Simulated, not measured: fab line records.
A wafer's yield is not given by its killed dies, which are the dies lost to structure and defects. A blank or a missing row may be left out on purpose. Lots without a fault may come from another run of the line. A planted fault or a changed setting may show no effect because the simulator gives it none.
fab line records	flow gf180mcu
[record] lots = 7	wafers = 21	last_day = 34
route steps=602 shown NWELL@44 LVPWELL@54 MVSD@66 MVPSD@78 VT_IMPLANT@100
lots with no fault: from the same line, run without faults
start_h: hours from the record's first day to the start of the lot's first wafer shown	wait_h: hours since the lot's step before	" identical to the entry in the row above	L1.1+2: a row that stands for several wafers	- no value, or no start was given	* or withheld: withheld	< > ~ a bound
route shown NAME@n: names a module that has steps shown in the file, with the first one's number in the route	usual: average and standard deviation across the fault-free wafers	same: alike in all rows	chamber/n: place in a boat	sites: the reading at each site	_std_site: how widely they spread, as a standard deviation	_edge_site: the outer-site mean with the inner-site mean subtracted	radius_mm: for every site, how far away it sits from the centre of the wafer	mask NAME#n: copy n	behind: the tool/chamber that last shaped the wafer	hold: the reason the lot was held/the length of the hold in hours/how it ended	device: whichever transistor did not switch (one of n, p or np)	end of line: tests run on the same wafers once the route is complete	where a step has no rows: the recipe by itself	killed: count of dies lost to structure and defects at first sort (not the wafer's yield)	map: per-die view of a wafer (x killed, . not killed, _ where there is no die)
set.NAME: setting as actually run; set.NAME@STEP: the setting as run at that earlier step	model.NAME: the simulator's own value behind a step, which no gauge read
lots at some steps of the route; a table a step, a row a wafer
services: when a tool's chamber went out of use (start_h, in hours from the record's first day, below 0 if earlier), for how many hours, and the reason
[[steps]]
[step GF_NWELL_COAT_02]
[recipe] spin_rpm = 2000	resist_thk_nm = 3000
[step GF_NWELL_SOFTBAKE_03]
[recipe] temp_c = 110	time_s = withheld
[step GF_NWELL_EXPOSE_04]
[recipe] mask_id = Nwell	target_cd_nm = 860	na = 0.6	source_shape = conventional	sigma_outer = 0.6	dose_mj = 260
[step GF_NWELL_PEB_05]
[recipe] temp_c = 115	time_s = withheld
[step GF_NWELL_DEVELOP_06]
[recipe] wall_angle_deg = 90	develop_time_s = 60	dev_temp_c = 23
[step GF_NWELL_OVL_MEAS_07]
[usual] NWELL_OVL = -0.6/1.5
lot.wafer	tool	chamber	start_h	wait_h	NWELL_OVL[nm]
L572.2	overlay-02	-	68.05	-	-1.4
L572.4	"	-	"	"	-1.8
L572.5	"	-	"	"	-1.1
L578.2	overlay-01	-	90.19	-	-1.9
L578.3	"	-	"	"	-1.9
L578.6	"	-	"	"	0.0
L579.4	overlay-01	-	98.22	-	-1.1
L579.5	"	-	"	"	-1.2
L579.6	"	-	"	"	-1.0
L580.1	overlay-02	-	99.80	-	-1.4
L580.2	"	-	"	"	0.9
L580.5	"	-	"	"	1.1
L590.3	overlay-02	-	167.65	-	-2.9
L590.4	"	-	"	"	-2.1
L590.5	"	-	"	"	-3.6
L591.3	overlay-02	-	168.65	-	0.9
L591.5	"	-	"	"	-1.0
L591.6	"	-	"	"	-0.9
L592.1	overlay-01	-	179.18	-	-1.5
L592.3	"	-	"	"	-2.0
L592.4	"	-	"	"	-1.3
[step GF_NWELL_IMPLANT_08]
[recipe] species = P	energy_kev = 450	dose_cm2 = 1.5e+13	tilt_deg = 0
[step GF_NWELL_IMPLANT_09]
[recipe] species = P	energy_kev = 160	dose_cm2 = 4e+12	tilt_deg = 0
[step GF_NWELL_STRIP_10]
[recipe] chemistry = O2/N2	power_w = 1400	pressure_mtorr = 1500	platen_temp_c = 250	o2_flow_sccm = 3000	n2_flow_sccm = 300	overash_fraction = 0.5
[usual] chamber_pressure_mTorr = 1499.9/1.4	drypump_motor_current_A = 5.63/0.26	heater_power_w = 315/25	oes_product_au = 0.722/0.0044	platen_temp_c = 250.02/0.17	strip_time_to_endpoint_s = 36.98/0.091
[same] overash_fraction = 0.5
lot.wafer	tool	chamber	start_h	wait_h	chamber_pressure_mTorr	drypump_motor_current_A	heater_power_w	oes_product_au	platen_temp_c	rf_hours_counter_h	strip_time_to_endpoint_s
L572.2	plasma_asher-01	0	68.38	0.1	1502.1	6.00	298	0.727	250.05	42	36.92
L572.4	"	0	"	"	1499.3	5.99	293	0.724	249.73	-	37.01
L572.5	"	0	"	"	1499.5	5.99	301	0.723	249.91	-	36.97
L578.2	plasma_asher-01	1	90.52	0.1	1496.6	5.55	306	0.727	250.35	44	36.98
L578.3	"	0	"	"	1499.0	6.00	295	0.720	249.97	-	37.02
L578.6	"	0	"	"	1502.1	5.99	293	0.724	250.08	-	36.98
L579.4	plasma_asher-02	0	98.57	0.1	1500.7	5.24	318	0.720	249.92	-	37.05
L579.5	"	0	"	"	1499.8	5.23	315	0.719	250.20	-	37.06
L579.6	"	1	"	"	1500.2	5.76	325	0.726	250.09	-	36.87
L580.1	plasma_asher-02	1	100.14	0.1	1497.5	5.76	328	0.717	249.91	46	36.79
L580.2	"	0	"	"	1500.1	5.22	318	0.721	249.99	46	36.81
L580.5	"	1	"	"	1500.3	5.77	333	0.720	250.15	-	36.77
L590.3	plasma_asher-02	0	168.01	0.1	1499.9	5.25	306	0.727	250.09	-	36.84
L590.4	"	1	"	"	1499.3	5.77	323	0.720	250.17	-	36.81
L590.5	"	1	"	"	1498.2	5.77	322	0.732	250.01	-	36.84
L591.3	plasma_asher-02	0	169.00	0.1	1499.8	5.24	306	0.723	249.82	-	37.01
L591.5	"	0	"	"	1499.5	5.24	316	0.729	250.42	-	37.09
L591.6	"	1	"	"	1500.2	5.76	329	0.720	250.04	-	37.04
L592.1	plasma_asher-01	0	179.52	0.1	1498.4	5.95	293	0.719	250.24	54	37.07
L592.3	"	1	"	"	1501.8	5.51	304	0.719	250.37	-	36.95
L592.4	"	0	"	"	1498.1	5.98	294	0.720	249.85	-	37.06
[step GF_NWELL_TW_MEAS_11]
[usual] NWELL_TW = 1554/19
lot.wafer	tool	chamber	start_h	wait_h	NWELL_TW
L572.2	film_metro-02	-	68.49	0.1	1530
L572.4	"	-	"	"	1537
L572.5	"	-	"	"	1524
L578.2	film_metro-01	-	90.63	0.1	1561
L578.3	"	-	"	"	1556
L578.6	"	-	"	"	1556
L579.4	film_metro-01	-	98.67	0.1	1560
L579.5	"	-	"	"	1561
L579.6	"	-	"	"	1567
L580.1	film_metro-01	-	100.24	0.1	1566
L580.2	"	-	"	"	1555
L580.5	"	-	"	"	1566
L590.3	film_metro-01	-	168.10	0.1	1557
L590.4	"	-	"	"	1557
L590.5	"	-	"	"	1554
L591.3	film_metro-02	-	169.09	0.1	1540
L591.5	"	-	"	"	1542
L591.6	"	-	"	"	1539
L592.1	film_metro-02	-	179.62	0.1	1535
L592.3	"	-	"	"	1539
L592.4	"	-	"	"	1533
[step GF_LVPWELL_DEHYDRATE_00]
[recipe] temp_c = 200	time_s = 60
[step GF_LVPWELL_HMDS_01]
[recipe] prime_time_s = 60	prime_temp_c = 120
[step GF_LVPWELL_COAT_02]
[recipe] spin_rpm = 2000	resist_thk_nm = 3000
[usual] chill_plate_temp_C = 22.99/0.11	dispense_pressure_kPa = 49/3
lot.wafer	tool	chamber	start_h	wait_h	chill_plate_temp_C	dispense_pressure_kPa
L572.2	litho_track-02	0	75.24	0.1	22.97	48
L572.4	"	0	"	"	23.14	48
L572.5	"	0	"	"	22.98	48
L578.2	litho_track-02	-	97.13	0.1	-	-
L578.3	"	-	"	"	-	-
L578.6	"	-	"	"	-	-
L579.4	litho_track-03	-	105.31	0.1	-	-
L579.5	"	-	"	"	-	-
L579.6	"	-	"	"	-	-
L580.1	litho_track-02	-	106.51	0.1	-	-
L580.2	"	-	"	"	-	-
L580.5	"	-	"	"	-	-
L590.3	litho_track-01	0	176.14	0.1	23.08	54
L590.4	"	0	"	"	23.05	54
L590.5	"	0	"	"	22.98	54
L591.3	litho_track-03	0	177.33	0.1	23.03	46
L591.5	"	0	"	"	23.07	47
L591.6	"	0	"	"	22.94	47
L592.1	litho_track-03	0	187.88	0.1	23.01	47
L592.3	"	0	"	"	22.91	47
L592.4	"	0	"	"	23.00	47
[step GF_LVPWELL_SOFTBAKE_03]
[recipe] temp_c = 110	time_s = withheld
[step GF_LVPWELL_EXPOSE_04]
[recipe] mask_id = LVPWELL	target_cd_nm = 600	na = 0.6	source_shape = conventional	sigma_outer = 0.6	dose_mj = 260
[step GF_LVPWELL_PEB_05]
[recipe] temp_c = 115	time_s = withheld
[step GF_LVPWELL_DEVELOP_06]
[recipe] wall_angle_deg = 90	develop_time_s = 60	dev_temp_c = 23
[step GF_LVPWELL_OVL_MEAS_07]
[usual] LVPWELL_OVL = 0.7/1.3
lot.wafer	tool	chamber	start_h	wait_h	LVPWELL_OVL[nm]
L572.2	overlay-02	-	82.40	-	0.7
L572.4	"	-	"	"	1.6
L572.5	"	-	"	"	0.2
L578.2	overlay-01	-	104.62	-	-
L578.3	"	-	"	"	-
L578.6	"	-	"	"	-
L579.4	overlay-02	-	112.63	-	-
L579.5	"	-	"	"	-
L579.6	"	-	"	"	-
L580.1	overlay-02	-	113.91	-	-
L580.2	"	-	"	"	-
L580.5	"	-	"	"	-
L590.3	overlay-02	-	184.77	-	2.7
L590.4	"	-	"	"	1.5
L590.5	"	-	"	"	2.5
L591.3	overlay-01	-	185.82	-	2.1
L591.5	"	-	"	"	0.5
L591.6	"	-	"	"	2.0
L592.1	overlay-01	-	195.91	-	-0.5
L592.3	"	-	"	"	0.1
L592.4	"	-	"	"	0.3
[step GF_LVPWELL_IMPLANT_08]
[recipe] species = B	energy_kev = 170	dose_cm2 = 1.5e+13	tilt_deg = 0
[step GF_LVPWELL_IMPLANT_09]
[recipe] species = B	energy_kev = 60	dose_cm2 = 5e+12	tilt_deg = 0
[step GF_LVPWELL_STRIP_10]
[recipe] chemistry = O2/N2	power_w = 1400	pressure_mtorr = 1500	platen_temp_c = 250	o2_flow_sccm = 3000	n2_flow_sccm = 300	overash_fraction = 0.5
[usual] chamber_pressure_mTorr = 1500.2/2.9	drypump_motor_current_A = 5.82/0.29	heater_power_w = 328/44	oes_product_au = 0.722/0.0045	platen_temp_c = 250.03/0.2	strip_time_to_endpoint_s = 37.01/0.084
[same] overash_fraction = 0.5
lot.wafer	tool	chamber	start_h	wait_h	chamber_pressure_mTorr	drypump_motor_current_A	heater_power_w	oes_product_au	platen_temp_c	rf_hours_counter_h	strip_time_to_endpoint_s
L572.2	plasma_asher-01	1	82.73	0.1	1499.4	5.53	299	0.725	249.81	43	37.03
L572.4	"	0	"	"	1502.0	6.01	289	0.722	250.04	-	37.02
L572.5	"	1	"	"	1500.5	5.56	298	0.726	249.90	-	37.08
L578.2	plasma_asher-01	1	104.95	0.1	1501.1	5.54	305	-	249.74	46	-
L578.3	"	0	"	"	1497.7	6.01	285	-	250.12	-	-
L578.6	"	0	"	"	1500.4	5.96	285	-	250.11	-	-
L579.4	plasma_asher-03	0	112.98	0.1	1500.2	5.86	307	-	250.31	-	-
L579.5	"	1	"	"	1500.3	6.58	301	-	249.88	-	-
L579.6	"	0	"	"	1500.2	5.86	312	-	250.19	-	-
L580.1	plasma_asher-03	1	114.25	0.1	1501.6	6.55	299	-	250.29	32	-
L580.2	"	0	"	"	1499.7	5.88	312	-	249.95	32	-
L580.5	"	1	"	"	1499.9	6.56	304	-	249.86	-	-
L590.3	plasma_asher-04	0	185.13	0.1	1501.1	5.65	315	0.724	250.05	-	37.19
L590.4	"	1	"	"	1499.9	5.74	407	0.731	249.92	-	37.09
L590.5	"	1	"	"	1499.0	5.72	390	0.719	249.93	-	37.08
L591.3	plasma_asher-03	1	186.18	0.1	1498.9	6.56	302	0.722	250.15	-	36.92
L591.5	"	1	"	"	1502.4	6.57	302	0.713	250.19	-	36.90
L591.6	"	0	"	"	1498.6	5.88	313	0.723	250.37	-	36.98
L592.1	plasma_asher-04	0	196.24	0.1	1500.1	5.64	304	0.715	249.85	8	36.96
L592.3	"	1	"	"	1500.0	5.73	420	0.726	249.68	-	36.98
L592.4	"	0	"	"	1501.3	5.65	313	0.713	250.17	-	37.06
[step GF_LVPWELL_TW_MEAS_11]
[usual] LVPWELL_TW = 556/11
lot.wafer	tool	chamber	start_h	wait_h	LVPWELL_TW
L572.2	film_metro-03	-	82.84	0.1	566
L572.4	"	-	"	"	568
L572.5	"	-	"	"	566
L578.2	film_metro-02	-	105.13	0.2	546
L578.3	"	-	"	"	544
L578.6	"	-	"	"	544
L579.4	film_metro-01	-	113.08	0.1	556
L579.5	"	-	"	"	555
L579.6	"	-	"	"	554
L580.1	film_metro-02	-	114.35	0.1	543
L580.2	"	-	"	"	544
L580.5	"	-	"	"	544
L590.3	film_metro-02	-	185.21	0.1	548
L590.4	"	-	"	"	548
L590.5	"	-	"	"	552
L591.3	film_metro-02	-	186.26	0.1	548
L591.5	"	-	"	"	546
L591.6	"	-	"	"	546
L592.1	film_metro-02	-	196.34	0.1	543
L592.3	"	-	"	"	544
L592.4	"	-	"	"	541
[step GF_MVSD_DEHYDRATE_00]
[recipe] temp_c = 200	time_s = 60
[step GF_MVSD_HMDS_01]
[recipe] prime_time_s = 60	prime_temp_c = 120
[step GF_MVSD_COAT_02]
[recipe] spin_rpm = 2000	resist_thk_nm = 3000
[step GF_MVSD_SOFTBAKE_03]
[recipe] temp_c = 110	time_s = withheld
[step GF_MVSD_EXPOSE_04]
[recipe] mask_id = MVSD	target_cd_nm = 1000	na = 0.6	source_shape = conventional	sigma_outer = 0.6	dose_mj = 260
[step GF_MVSD_PEB_05]
[recipe] temp_c = 115	time_s = withheld
[step GF_MVSD_DEVELOP_06]
[recipe] wall_angle_deg = 90	develop_time_s = 60	dev_temp_c = 23
[step GF_MVSD_OVL_MEAS_07]
[usual] MVSD_OVL = 1.2/1.1
lot.wafer	tool	chamber	start_h	wait_h	MVSD_OVL[nm]
L572.2	overlay-02	-	96.36	-	0.8
L572.4	"	-	"	"	-1.2
L572.5	"	-	"	"	1.0
L578.2	overlay-01	-	118.59	-	2.3
L578.3	"	-	"	"	-0.8
L578.6	"	-	"	"	1.1
L579.4	overlay-01	-	127.37	-	3.0
L579.5	"	-	"	"	1.8
L579.6	"	-	"	"	1.6
L580.1	overlay-02	-	128.23	-	1.3
L580.2	"	-	"	"	1.4
L580.5	"	-	"	"	0.0
L590.3	overlay-02	-	202.67	-	0.9
L590.4	"	-	"	"	2.5
L590.5	"	-	"	"	-0.5
L591.3	overlay-01	-	203.11	-	0.1
L591.5	"	-	"	"	-0.2
L591.6	"	-	"	"	0.1
L592.1	overlay-01	-	213.68	-	1.3
L592.3	"	-	"	"	3.1
L592.4	"	-	"	"	1.8
[step GF_MVSD_IMPLANT_08]
[recipe] species = P	energy_kev = 400	dose_cm2 = 1.6e+13	tilt_deg = 0
[step GF_MVSD_IMPLANT_09]
[recipe] species = P	energy_kev = 100	dose_cm2 = 5e+12	tilt_deg = 0
[step GF_MVSD_STRIP_10]
[recipe] chemistry = O2/N2	power_w = 1400	pressure_mtorr = 1500	platen_temp_c = 250	o2_flow_sccm = 3000	n2_flow_sccm = 300	overash_fraction = 0.5
[usual] chamber_pressure_mTorr = 1500.1/1.3	drypump_motor_current_A = 5.7/0.36	heater_power_w = 331/35	oes_product_au = 0.723/0.0044	platen_temp_c = 250.00/0.17	strip_time_to_endpoint_s = 37.00/0.087
[same] overash_fraction = 0.5
lot.wafer	tool	chamber	start_h	wait_h	chamber_pressure_mTorr	drypump_motor_current_A	heater_power_w	oes_product_au	platen_temp_c	rf_hours_counter_h	strip_time_to_endpoint_s
L572.2	plasma_asher-02	1	96.69	0.1	1500.6	5.8	326	0.722	250.30	46	36.75
L572.4	"	1	"	"	1502.3	5.8	331	0.718	249.99	-	36.97
L572.5	"	0	"	"	1499.8	5.2	317	0.732	250.15	-	36.89
L578.2	plasma_asher-03	0	118.92	0.1	1503.6	5.9	313	0.719	249.67	33	36.90
L578.3	"	0	"	"	1499.8	5.9	314	0.722	249.75	-	36.97
L578.6	"	0	"	"	1500.0	5.9	323	0.721	249.88	-	36.95
L579.4	plasma_asher-04	1	127.72	0.1	1501.3	5.7	402	0.720	249.90	-	37.11
L579.5	"	0	"	"	1500.2	5.6	309	0.722	249.96	-	37.01
L579.6	"	1	"	"	1502.2	5.7	399	0.725	249.77	-	37.03
L580.1	plasma_asher-02	1	128.57	0.1	1502.9	5.8	339	0.722	250.01	49	37.03
L580.2	"	0	"	"	1499.9	5.3	308	0.720	250.02	49	36.90
L580.5	"	1	"	"	1498.8	5.8	328	0.726	250.05	-	36.94
L590.3	plasma_asher-02	1	203.03	0.1	1498.5	5.8	321	0.730	250.18	-	37.04
L590.4	"	0	"	"	1501.3	5.2	307	0.717	250.12	-	36.94
L590.5	"	0	"	"	1499.7	5.2	308	0.728	250.12	-	36.98
L591.3	plasma_asher-03	0	203.47	0.1	1501.7	5.9	313	0.720	250.16	-	37.02
L591.5	"	0	"	"	1499.1	5.9	319	0.723	250.20	-	37.06
L591.6	"	1	"	"	1500.3	6.6	306	0.721	250.01	-	37.00
L592.1	plasma_asher-02	1	214.02	0.1	1501.0	5.8	324	0.728	249.78	59	37.00
L592.3	"	0	"	"	1501.1	5.2	314	0.725	249.98	-	37.00
L592.4	"	1	"	"	1500.9	5.8	329	0.724	249.96	-	36.90
[step GF_MVSD_TW_MEAS_11]
[usual] MVSD_TW = 1572/26
lot.wafer	tool	chamber	start_h	wait_h	MVSD_TW
L572.2	film_metro-01	-	96.80	0.1	1569
L572.4	"	-	"	"	1574
L572.5	"	-	"	"	1562
L578.2	film_metro-01	-	119.03	0.1	1586
L578.3	"	-	"	"	1588
L578.6	"	-	"	"	1583
L579.4	film_metro-01	-	127.82	0.1	1583
L579.5	"	-	"	"	1573
L579.6	"	-	"	"	1591
L580.1	film_metro-01	-	128.67	0.1	1586
L580.2	"	-	"	"	1584
L580.5	"	-	"	"	1584
L590.3	film_metro-02	-	203.11	0.1	1521
L590.4	"	-	"	"	1530
L590.5	"	-	"	"	1530
L591.3	film_metro-03	-	203.56	0.1	1606
L591.5	"	-	"	"	1609
L591.6	"	-	"	"	1603
L592.1	film_metro-03	-	214.12	0.1	1609
L592.3	"	-	"	"	1601
L592.4	"	-	"	"	1606
[step GF_MVPSD_DEHYDRATE_00]
[recipe] temp_c = 200	time_s = 60
[step GF_MVPSD_HMDS_01]
[recipe] prime_time_s = 60	prime_temp_c = 120
[step GF_MVPSD_COAT_02]
[recipe] spin_rpm = 2000	resist_thk_nm = 3000
[step GF_MVPSD_SOFTBAKE_03]
[recipe] temp_c = 110	time_s = withheld
[step GF_MVPSD_EXPOSE_04]
[recipe] mask_id = MVPSD	target_cd_nm = 1000	na = 0.6	source_shape = conventional	sigma_outer = 0.6	dose_mj = 260
[step GF_MVPSD_PEB_05]
[recipe] temp_c = 115	time_s = withheld
[step GF_MVPSD_DEVELOP_06]
[recipe] wall_angle_deg = 90	develop_time_s = 60	dev_temp_c = 23
[step GF_MVPSD_OVL_MEAS_07]
[usual] MVPSD_OVL = -0.2/1.7
lot.wafer	tool	chamber	start_h	wait_h	MVPSD_OVL[nm]
L572.2	overlay-01	-	111.00	-	-0.7
L572.4	"	-	"	"	0.3
L572.5	"	-	"	"	-0.2
L578.2	overlay-02	-	132.52	-	0.1
L578.3	"	-	"	"	0.9
L578.6	"	-	"	"	-0.5
L579.4	overlay-02	-	141.61	-	-3.1
L579.5	"	-	"	"	-2.4
L579.6	"	-	"	"	-1.5
L580.1	overlay-01	-	143.01	-	-2.0
L580.2	"	-	"	"	-1.8
L580.5	"	-	"	"	-3.8
L590.3	overlay-02	-	220.72	-	0.4
L590.4	"	-	"	"	0.5
L590.5	"	-	"	"	-0.7
L591.3	overlay-01	-	221.07	-	-1.9
L591.5	"	-	"	"	-3.1
L591.6	"	-	"	"	-2.8
L592.1	overlay-02	-	231.46	-	0.6
L592.3	"	-	"	"	-2.4
L592.4	"	-	"	"	-1.3
[step GF_MVPSD_TW_MEAS_11]
[usual] MVPSD_TW = 549/10
lot.wafer	tool	chamber	start_h	wait_h	MVPSD_TW
L572.2	film_metro-01	-	111.44	0.1	545
L572.4	"	-	"	"	551
L572.5	"	-	"	"	546
L578.2	film_metro-03	-	132.96	0.1	699
L578.3	"	-	"	"	698
L578.6	"	-	"	"	700
L579.4	film_metro-03	-	142.06	0.1	704
L579.5	"	-	"	"	703
L579.6	"	-	"	"	707
L580.1	film_metro-03	-	143.45	0.1	703
L580.2	"	-	"	"	701
L580.5	"	-	"	"	701
L590.3	film_metro-01	-	221.16	0.1	546
L590.4	"	-	"	"	545
L590.5	"	-	"	"	547
L591.3	film_metro-03	-	221.51	0.1	560
L591.5	"	-	"	"	564
L591.6	"	-	"	"	562
L592.1	film_metro-01	-	231.89	0.1	546
L592.3	"	-	"	"	547
L592.4	"	-	"	"	548
[step GF_VT_IMPLANT_TW_MEAS_10]
[usual] VT_IMPLANT_TW = 554/5.7
lot.wafer	tool	chamber	start_h	wait_h	VT_IMPLANT_TW
L572.2	film_metro-01	-	125.34	0.1	556
L572.4	"	-	"	"	559
L572.5	"	-	"	"	559
L578.2	film_metro-04	-	147.53	0.1	684
L578.3	"	-	"	"	686
L578.6	"	-	"	"	688
L579.4	film_metro-01	-	156.65	0.1	693
L579.5	"	-	"	"	692
L579.6	"	-	"	"	692
L580.1	film_metro-04	-	157.89	0.1	691
L580.2	"	-	"	"	690
L580.5	"	-	"	"	687
L590.3	film_metro-04	-	239.24	0.1	559
L590.4	"	-	"	"	560
L590.5	"	-	"	"	558
L591.3	film_metro-04	-	239.61	0.1	559
L591.5	"	-	"	"	562
L591.6	"	-	"	"	560
L592.1	film_metro-04	-	250.72	0.1	558
L592.3	"	-	"	"	558
L592.4	"	-	"	"	557
[step GF_VT_IMPLANT_TW_MEAS_21]
[usual] VT_IMPLANT_2_TW = 1194/10
lot.wafer	tool	chamber	start_h	wait_h	VT_IMPLANT_2_TW
L572.2	film_metro-02	-	138.68	0.1	1172
L572.4	"	-	"	"	1174
L572.5	"	-	"	"	1175
L578.2	film_metro-04	-	162.40	0.1	1230
L578.3	"	-	"	"	1225
L578.6	"	-	"	"	1226
L579.4	film_metro-02	-	171.71	0.1	1216
L579.5	"	-	"	"	1212
L579.6	"	-	"	"	1220
L580.1	film_metro-02	-	173.22	0.1	1221
L580.2	"	-	"	"	1221
L580.5	"	-	"	"	1216
L590.3	film_metro-04	-	257.84	0.1	1198
L590.4	"	-	"	"	1208
L590.5	"	-	"	"	1205
L591.3	film_metro-01	-	258.34	0.1	1187
L591.5	"	-	"	"	1196
L591.6	"	-	"	"	1193
L592.1	film_metro-04	-	269.67	0.1	1202
L592.3	"	-	"	"	1199
L592.4	"	-	"	"	1209
[step GF_VT_IMPLANT_TW_MEAS_32]
[usual] VT_IMPLANT_3_TW = 264.5/2.1
lot.wafer	tool	chamber	start_h	wait_h	VT_IMPLANT_3_TW
L572.2	film_metro-04	-	153.53	0.1	265.0
L572.4	"	-	"	"	265.6
L572.5	"	-	"	"	264.1
L578.2	film_metro-04	-	178.50	0.1	566.7
L578.3	"	-	"	"	566.8
L578.6	"	-	"	"	569.8
L579.4	film_metro-04	-	187.91	0.1	569.9
L579.5	"	-	"	"	566.5
L579.6	"	-	"	"	568.9
L580.1	film_metro-04	-	189.08	0.1	566.5
L580.2	"	-	"	"	566.6
L580.5	"	-	"	"	565.3
L590.3	film_metro-04	-	276.99	0.1	265.8
L590.4	"	-	"	"	264.4
L590.5	"	-	"	"	265.8
L591.3	film_metro-01	-	277.29	0.1	266.5
L591.5	"	-	"	"	265.1
L591.6	"	-	"	"	265.6
L592.1	film_metro-02	-	289.67	0.1	258.8
L592.3	"	-	"	"	259.5
L592.4	"	-	"	"	260.7
[step GF_VT_IMPLANT_TW_MEAS_43]
[usual] VT_IMPLANT_4_TW = 681/4.6
lot.wafer	tool	chamber	start_h	wait_h	VT_IMPLANT_4_TW
L572.2	film_metro-01	-	169.00	0.1	682
L572.4	"	-	"	"	678
L572.5	"	-	"	"	680
L578.2	film_metro-04	-	195.18	0.1	775
L578.3	"	-	"	"	779
L578.6	"	-	"	"	779
L579.4	film_metro-04	-	205.20	0.1	778
L579.5	"	-	"	"	777
L579.6	"	-	"	"	780
L580.1	film_metro-01	-	206.07	0.1	781
L580.2	"	-	"	"	787
L580.5	"	-	"	"	782
L590.3	film_metro-04	-	296.34	0.1	685
L590.4	"	-	"	"	682
L590.5	"	-	"	"	682
L591.3	film_metro-01	-	296.95	0.1	683
L591.5	"	-	"	"	684
L591.6	"	-	"	"	678
L592.1	film_metro-01	-	310.12	0.1	683
L592.3	"	-	"	"	685
L592.4	"	-	"	"	685
[[services]]
tool	chamber	start_h	hours	kind
plasma_asher-02	-	103.24	0.4	repair
plasma_asher-04	-	108.75	9.0	pm
plasma_asher-04	0	108.75	9.0	vent_cycle
plasma_asher-04	1	108.75	9.0	vent_cycle
plasma_asher-02	-	109.04	2.8	pm
plasma_asher-04	0	117.75	-	clean
plasma_asher-04	1	117.75	-	clean
litho_track-03	-	134.45	-	consumable_replace:filter
plasma_asher-04	-	162.30	2.8	pm
plasma_asher-03	-	196.21	4.2	repair
plasma_asher-03	-	210.44	14.3	repair
[[key]]
[first_sign] step = GF_LVPWELL_COAT_02	reading = tool_record	direction = missing
[effect] step = GF_LVPWELL_OVL_MEAS_07	reading = LVPWELL_OVL	direction = missing
[effect] step = GF_MVPSD_TW_MEAS_11	reading = MVPSD_TW	direction = up	sigmas = 15	usual = 549	struck = 702
[effect] step = GF_VT_IMPLANT_TW_MEAS_10	reading = VT_IMPLANT_TW	direction = up	sigmas = 24	usual = 554	struck = 689
[effect] step = GF_VT_IMPLANT_TW_MEAS_21	reading = VT_IMPLANT_2_TW	direction = up	sigmas = 2.5	usual = 1194	struck = 1221
[effect] step = GF_VT_IMPLANT_TW_MEAS_32	reading = VT_IMPLANT_3_TW	direction = up	sigmas = 99+	usual = 264.5	struck = 567.5
[effect] step = GF_VT_IMPLANT_TW_MEAS_43	reading = VT_IMPLANT_4_TW	direction = up	sigmas = 22	usual = 681	struck = 780
met_at GF_LVPWELL_COAT_02
struck_wafers L578.2,L578.3,L578.6,L579.4,L579.5,L579.6,L580.1,L580.2,L580.5
sort_left_out L578.2,L578.3,L578.6,L579.4,L579.5,L579.6,L580.1,L580.2,L580.5
tester_left_out L578,L579,L580
onset_between 75.24 97.13
[fault] kind = skipped_step_whole	tool = litho_track-02,litho_track-03	chamber = -	onset_h = 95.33	steps = GF_LVPWELL_COAT_02	scope = struck_lots_only
// tester_left_out: of these lots the tester's yield and bins aren't shown, on N5 and GAA mostly nor the transistor test; their killed dies are dies lost to structure and defects alone, not to doping, threshold or leakage, so they don't give the yield
// sort_left_out: the simulated sort isn't trusted on such a fault, so these wafers' sort isn't shown, and their yield isn't known
